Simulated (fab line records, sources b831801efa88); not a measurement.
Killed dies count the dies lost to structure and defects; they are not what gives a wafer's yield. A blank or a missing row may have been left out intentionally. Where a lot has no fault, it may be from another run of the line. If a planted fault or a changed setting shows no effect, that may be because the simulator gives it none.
Matching of chambers :: flow gf180mcu :: GF_V3_CMP_26 on cmp-01: 4 sister chambers
The step polishes, stops on SiO2, t overpolish 15 s, target thk 0 nm. 4 wafers are shown with their chamber, then 9 later ones without.

== EACH WAFER AND ITS CHAMBER ==
wafer: L826.5
chamber: 3
motorCurrentA (A): 11.9

wafer: L829.1
chamber: 2
motorCurrentA (A): 10.0

wafer: L829.3
chamber: 0
motorCurrentA (A): 9.7

wafer: L829.4
chamber: 1
motorCurrentA (A): 10.8

== WAFERS WHOSE CHAMBER IS MISSING ==
wafer: L830.1
motorCurrentA (A): 10.3

wafer: L830.4
motorCurrentA (A): 10.8

wafer: L830.5
motorCurrentA (A): 9.9

wafer: L831.1
motorCurrentA (A): 12.2

wafer: L831.4
motorCurrentA (A): 10.3

wafer: L831.6
motorCurrentA (A): 10.9

wafer: L833.2
motorCurrentA (A): 10.4

wafer: L833.4
motorCurrentA (A): 10.5

wafer: L833.5
motorCurrentA (A): 11.1

== THE CHAMBER EACH PASSED THROUGH ==
wafer: L830.1
from the rows above: can't be placed: 2 or 1 or 0
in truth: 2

wafer: L830.4
from the rows above: 1
in truth: 1

wafer: L830.5
from the rows above: can't be placed: 2 or 0
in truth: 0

wafer: L831.1
from the rows above: 3
in truth: 3

wafer: L831.4
from the rows above: can't be placed: 2 or 1 or 0
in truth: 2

wafer: L831.6
from the rows above: 1
in truth: 1

wafer: L833.2
from the rows above: can't be placed: 1 or 2 or 0
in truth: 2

wafer: L833.4
from the rows above: can't be placed: 1 or 2 or 0
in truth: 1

wafer: L833.5
from the rows above: can't be placed: 1 or 3
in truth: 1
Placed correctly: 3 of 9. These rows do not allow placing 6 (true chamber among the candidates in 6). 0 placed wrongly.
How it was worked out, from the rows above alone: a wafer's distance from a chamber is the root of the sum, over the readings, of the square of ((its reading less the chamber's mean) divided by the reading's scatter). If the next closest chamber is less than 2 further off than the closest, the wafer can't be placed; otherwise it belongs to the closest. Each chamber's mean is taken over the wafers shown for it. The scatter: root of mean squared gap, hidden wafer to nearest shown wafer, with one shown wafer a chamber.
